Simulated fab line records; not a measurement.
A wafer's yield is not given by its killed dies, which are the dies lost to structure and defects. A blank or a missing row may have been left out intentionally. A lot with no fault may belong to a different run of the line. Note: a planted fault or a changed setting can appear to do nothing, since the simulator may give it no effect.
Shared-tool check || flow gf180mcu || 14 lots and 48 wafers in the sample

== THE REASON FOR OPENING IT ==
Of 14 lots, 2 have the reading NWELL_TW flagged at GF_NWELL_TW_MEAS_11. Fault-free wafers read 1566, with a standard deviation of 8.1.
Rule: a lot is flagged in two cases, either no wafer of it has a number, or all its wafers with numbers fall more than 4 standard deviations from that mean. The other lots count as sound.

{"lot": "L947", "measured": "day 3 07:34", "on": "film-metro-01", "NWELL_TW, wafer by wafer": "1574 1571 1579", "flag": ""}
{"lot": "L949", "measured": "day 3 20:55", "on": "film-metro-03", "NWELL_TW, wafer by wafer": "1570 1576 1570", "flag": ""}
{"lot": "L950", "measured": "day 4 01:05", "on": "film-metro-01", "NWELL_TW, wafer by wafer": "1579 1563 1570", "flag": ""}
{"lot": "L951", "measured": "day 4 07:40", "on": "film-metro-01", "NWELL_TW, wafer by wafer": "1579 1571 1581", "flag": ""}
{"lot": "L952", "measured": "day 4 13:29", "on": "film-metro-02", "NWELL_TW, wafer by wafer": "1559 1563 1555", "flag": ""}
{"lot": "L954", "measured": "day 5 01:43", "on": "film-metro-01", "NWELL_TW, wafer by wafer": "1584 1581 1578", "flag": ""}
{"lot": "L955", "measured": "day 5 06:31", "on": "film-metro-03", "NWELL_TW, wafer by wafer": "1564 1560 1561", "flag": ""}
{"lot": "L956", "measured": "day 5 13:23", "on": "film-metro-03", "NWELL_TW, wafer by wafer": "1551 1558 1561", "flag": ""}
{"lot": "L957", "measured": "day 5 17:01", "on": "film-metro-03", "NWELL_TW, wafer by wafer": "1568 1571 1560", "flag": ""}
{"lot": "L958", "measured": "day 5 21:58", "on": "film-metro-02", "NWELL_TW, wafer by wafer": "1552 1559 1556", "flag": ""}
{"lot": "L960", "measured": "day 6 09:40", "on": "film-metro-01", "NWELL_TW, wafer by wafer": "1566 1565 1574", "flag": ""}
{"lot": "L961", "measured": "day 6 14:22", "on": "film-metro-01", "NWELL_TW, wafer by wafer": "30 30 30 30 30 30", "flag": "FLAGGED"}
{"lot": "L962", "measured": "day 6 20:40", "on": "film-metro-01", "NWELL_TW, wafer by wafer": "30 30 30 30 30 30", "flag": "FLAGGED"}
{"lot": "L969", "measured": "day 8 07:25", "on": "film-metro-03", "NWELL_TW, wafer by wafer": "1563 1565 1559", "flag": ""}
On average the flagged lots read 30, which is -1536 against the usual, or -99 or more standard deviations.

== TOOL THAT RAN EACH LOT ==
The record keeps 1 process step preceding the reading, out of 602 steps on the route. Read each cell as the tool, then ch plus the chambers that the sampled wafers visited, then the start.
{"lot": "L947", "flag": "", "GF_NWELL_DEVELOP_06": "litho-track-01 ch 0, day 3 06:00"}
{"lot": "L949", "flag": "", "GF_NWELL_DEVELOP_06": "litho-track-03 ch 0, day 3 20:00"}
{"lot": "L950", "flag": "", "GF_NWELL_DEVELOP_06": "litho-track-01 ch 0, day 4 00:00"}
{"lot": "L951", "flag": "", "GF_NWELL_DEVELOP_06": "litho-track-01 ch 0, day 4 07:00"}
{"lot": "L952", "flag": "", "GF_NWELL_DEVELOP_06": "litho-track-04 ch 0, day 4 12:00"}
{"lot": "L954", "flag": "", "GF_NWELL_DEVELOP_06": "litho-track-03 ch 0, day 5 01:00"}
{"lot": "L955", "flag": "", "GF_NWELL_DEVELOP_06": "litho-track-01 ch 0, day 5 05:00"}
{"lot": "L956", "flag": "", "GF_NWELL_DEVELOP_06": "litho-track-04 ch 0, day 5 12:00"}
{"lot": "L957", "flag": "", "GF_NWELL_DEVELOP_06": "litho-track-01 ch 0, day 5 16:00"}
{"lot": "L958", "flag": "", "GF_NWELL_DEVELOP_06": "litho-track-04 ch 0, day 5 21:00"}
{"lot": "L960", "flag": "", "GF_NWELL_DEVELOP_06": "litho-track-04 ch 0, day 6 09:00"}
{"lot": "L961", "flag": "FLAGGED", "GF_NWELL_DEVELOP_06": "litho-track-01 ch 0, day 6 13:00"}
{"lot": "L962", "flag": "FLAGGED", "GF_NWELL_DEVELOP_06": "litho-track-01 ch 0, day 6 20:00"}
{"lot": "L969", "flag": "", "GF_NWELL_DEVELOP_06": "litho-track-03 ch 0, day 8 06:00"}
What these steps do:
- GF_NWELL_DEVELOP_06: develop time 60 s.
- GF_NWELL_TW_MEAS_11

== FLAGGED OVER TOTAL, TOOL BY TOOL (the gauges that took the reading come last) ==
{"step": "GF_NWELL_DEVELOP_06", "tool": "litho-track-01", "lots run": 7, "flagged": 2, "share of the flagged lots": "all", "sound lots run after its first flagged lot": 0}
{"step": "GF_NWELL_DEVELOP_06", "tool": "litho-track-03", "lots run": 3, "flagged": 0, "share of the flagged lots": "none", "sound lots run after its first flagged lot": "-"}
{"step": "GF_NWELL_DEVELOP_06", "tool": "litho-track-04", "lots run": 4, "flagged": 0, "share of the flagged lots": "none", "sound lots run after its first flagged lot": "-"}
{"step": "GF_NWELL_TW_MEAS_11", "tool": "film-metro-01", "lots run": 7, "flagged": 2, "share of the flagged lots": "all", "sound lots run after its first flagged lot": 0}
{"step": "GF_NWELL_TW_MEAS_11", "tool": "film-metro-02", "lots run": 2, "flagged": 0, "share of the flagged lots": "none", "sound lots run after its first flagged lot": "-"}
{"step": "GF_NWELL_TW_MEAS_11", "tool": "film-metro-03", "lots run": 5, "flagged": 0, "share of the flagged lots": "none", "sound lots run after its first flagged lot": "-"}

== WHAT THE TABLE PERMITS ==
litho-track-01 at GF_NWELL_DEVELOP_06 and film-metro-01 at GF_NWELL_TW_MEAS_11 are the 2 rows of the table that ran each flagged lot.
- litho-track-01 at GF_NWELL_DEVELOP_06 ran 7 lots, 2 of them flagged. Its last sound lot is L957 (day 5 16:00), its first flagged lot L961 (day 6 13:00): a fault that began between those two fits.
- film-metro-01 at GF_NWELL_TW_MEAS_11 ran 7 lots, 2 of them flagged. Its last sound lot is L960 (day 6 09:40), its first flagged lot L961 (day 6 14:22): a fault that began between those two fits.
Because each of these 2 tools fits a fault that began at some hour, counting lots does not separate them. More lots, or a look at what each step does to the wafer, might.

== WHAT WAS PUT IN BY THE SIMULATOR ==
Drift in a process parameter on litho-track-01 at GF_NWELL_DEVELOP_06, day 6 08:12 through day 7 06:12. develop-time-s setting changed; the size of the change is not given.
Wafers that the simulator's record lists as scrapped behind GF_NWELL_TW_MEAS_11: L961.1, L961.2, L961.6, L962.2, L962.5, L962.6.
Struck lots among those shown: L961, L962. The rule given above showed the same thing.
